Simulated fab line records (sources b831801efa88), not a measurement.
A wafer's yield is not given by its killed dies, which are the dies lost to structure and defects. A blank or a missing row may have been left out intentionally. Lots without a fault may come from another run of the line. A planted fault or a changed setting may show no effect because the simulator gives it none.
What tool caused it? :: flow sky130 :: 32 wafers from 11 lots sampled at 2 of the route's 708 steps

WHAT THE GAUGES SHOWED, per wafer
SKY_VIA1_THK_MEAS_01.
lot: L737
measured: day 32 21:04
on: film-metro-03
VIA1_HDPCVD_THK (nm): 1039 1038 1040

lot: L739
measured: day 33 16:25
on: film-metro-04
VIA1_HDPCVD_THK (nm): 1027 1018 1020

lot: L740
measured: day 33 19:59
on: film-metro-04
VIA1_HDPCVD_THK (nm): 1032 1032 1029

lot: L742
measured: day 34 08:24
on: film-metro-02
VIA1_HDPCVD_THK (nm): 1014 1025 1034

lot: L743
measured: day 34 23:26
on: film-metro-02
VIA1_HDPCVD_THK (nm): 1037 1033 1032

lot: L745
measured: day 35 10:55
on: film-metro-02
VIA1_HDPCVD_THK (nm): 1025 1027 1020

lot: L747
measured: day 36 02:10
on: film-metro-02
VIA1_HDPCVD_THK (nm): 1042 1034 1055

lot: L748
measured: day 36 06:51
on: film-metro-04
VIA1_HDPCVD_THK (nm): 1027 1033 1023

lot: L750
measured: day 37 09:56
on: film-metro-02
VIA1_HDPCVD_THK (nm): 1032 1023 1039

lot: L751
measured: day 37 17:29
on: film-metro-04
VIA1_HDPCVD_THK (nm): 1040 1040 1038

lot: L755
measured: day 38 19:06
on: film-metro-04
VIA1_HDPCVD_THK (nm): 904 889

WHICH TOOL RAN EACH LOT (tool, then ch and the chambers of the sampled wafers, then the start)
lot: L737
SKY_VIA1_HDPCVD_00: hdpcvd-01 ch 0,1,2, day 32 20:57

lot: L739
SKY_VIA1_HDPCVD_00: hdpcvd-01 ch 1,2, day 33 16:17

lot: L740
SKY_VIA1_HDPCVD_00: hdpcvd-01 ch 1,2, day 33 19:52

lot: L742
SKY_VIA1_HDPCVD_00: hdpcvd-02 ch 2, day 34 08:13

lot: L743
SKY_VIA1_HDPCVD_00: hdpcvd-02 ch 0,1,2, day 34 23:19

lot: L745
SKY_VIA1_HDPCVD_00: hdpcvd-02 ch 1,2, day 35 10:47

lot: L747
SKY_VIA1_HDPCVD_00: hdpcvd-02 ch 0,2, day 36 02:03

lot: L748
SKY_VIA1_HDPCVD_00: hdpcvd-02 ch 1,2, day 36 06:44

lot: L750
SKY_VIA1_HDPCVD_00: hdpcvd-01 ch 0,1, day 37 09:49

lot: L751
SKY_VIA1_HDPCVD_00: hdpcvd-01 ch 1,2, day 37 17:23

lot: L755
SKY_VIA1_HDPCVD_00: hdpcvd-02 ch 0, day 38 18:58
- SKY_VIA1_HDPCVD_00: deposits SiO2, target thk 1030 nm, time 171.7 s.

THE ANSWER, worked out from the rows above alone
Rule: the usual values come from the lots themselves. Put in order of their means at a reading, lots are off if they are a third of the lots or fewer, leave a main group of 4 or more, and stand apart from it by a gap of 3 or more times the standard deviation of the main group's means; of several such gaps the widest counts. If all means in a main group match to the digits the tables above print for the reading, that group is not used. A lot without any number at a reading at which 4 lots or more have one is off too. Any other lot the step has rows for is counted as sound.
Off: L755, seen at SKY_VIA1_THK_MEAS_01 (VIA1_HDPCVD_THK). The main group has a mean of 1032 nm with a standard deviation of 7.
If a tool, at a process step before that reading, ran all the lots that are off and no sound lot after the first of them, it fits. The gauges at SKY_VIA1_THK_MEAS_01 are tried like those tools. This does not decide it: 2 tools fit, namely hdpcvd-02 at SKY_VIA1_HDPCVD_00 and film-metro-04 at SKY_VIA1_THK_MEAS_01.

WHAT WAS PUT IN BY THE SIMULATOR
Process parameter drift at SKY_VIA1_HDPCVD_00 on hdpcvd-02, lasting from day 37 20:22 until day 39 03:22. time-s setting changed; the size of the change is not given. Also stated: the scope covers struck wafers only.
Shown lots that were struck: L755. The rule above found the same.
